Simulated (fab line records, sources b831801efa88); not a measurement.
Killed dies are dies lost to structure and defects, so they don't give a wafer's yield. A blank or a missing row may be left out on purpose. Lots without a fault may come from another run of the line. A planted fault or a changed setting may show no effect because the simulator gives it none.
One fault seen from 2 desks | flow gf180mcu | each desk has only its own numbers; what lay behind them comes last

THE TOOL OWNER'S DESK: implanter-03
The tool's own readings at GF_PSD_IMPLANT_09: means of the sampled wafers that have a number, for each lot that ran on this tool. A lot is out of limits, marked OUT, if its mean lies more than 4 standard deviations from the usual mean; the brackets give that distance.
Columns: A = beam_energy_keV at GF_PSD_IMPLANT_09, usual 39.997; B = beam_on_s at GF_PSD_IMPLANT_09, usual 10.00 s
lot  | first seen here | A                        | B
L472 | day 18 04:59    | 40.005                   | 10.01
L475 | day 18 18:41    | 37.291 (-99 or more) OUT | 9.90
L477 | day 19 23:32    | 37.252 (-99 or more) OUT | 9.86
L485 | day 22 03:38    | 39.992                   | 10.15
This desk's finding: out of limits on L475, L477; first on L475, day 18 18:41 (beam_energy_keV at GF_PSD_IMPLANT_09). In limits: L472, L485.

THE METROLOGY DESK
What the gauges read, lot by lot, whatever tool the lot ran on: means of the sampled wafers that have a number. A lot is out of limits, marked OUT, if its mean lies more than 4 standard deviations from the usual mean; the brackets give that distance.
Columns: A = DUAL_GATE_OVL at GF_DUAL_GATE_OVL_MEAS_11, usual 1.0 nm; B = PSD_RS at GF_PSD_RS_MEAS_15, usual 108.6 ohm/sq
lot  | first seen here | A    | B
L462 | day 8 07:43     | 2.6  | 108.4
L464 | day 8 19:52     | 1.5  | 108.6
L467 | day 9 16:21     | 1.3  | 108.1
L468 | day 10 06:26    | 1.0  | 108.7
L470 | day 10 21:32    | 0.2  | 108.7
L472 | day 11 14:41    | 0.1  | 108.4
L475 | day 12 02:52    | -1.1 | 113.0 (+15) OUT
L477 | day 13 00:56    | 1.3  | 112.4 (+13) OUT
L480 | day 13 14:11    | 2.6  | 108.7
L484 | day 14 20:08    | 2.5  | 108.3
L485 | day 14 21:23    | 1.1  | 108.7
This desk's finding: out of limits on L475, L477; first on L475, day 18 19:15 (PSD_RS at GF_PSD_RS_MEAS_15). In limits: L462, L464, L467, L468, L470, L472, L480, L484, L485.

PUT TOGETHER
The tool owner's desk could have raised an alarm at day 18 18:41, on L475, L477.
The metrology desk could have raised an alarm at day 18 19:15, on L475, L477.
Of the lots named, all ran GF_PSD_IMPLANT_09 on implanter-03.

WHAT THE SIMULATOR HAD PUT IN
Process parameter drift: implanter-03, from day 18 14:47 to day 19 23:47, at GF_PSD_IMPLANT_09. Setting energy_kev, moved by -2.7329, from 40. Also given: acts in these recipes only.
Lots struck among those shown: L475, L477.
Hours from the fault's start to each desk's first reading out of limits: the tool owner's desk, 4; the metrology desk, 4.
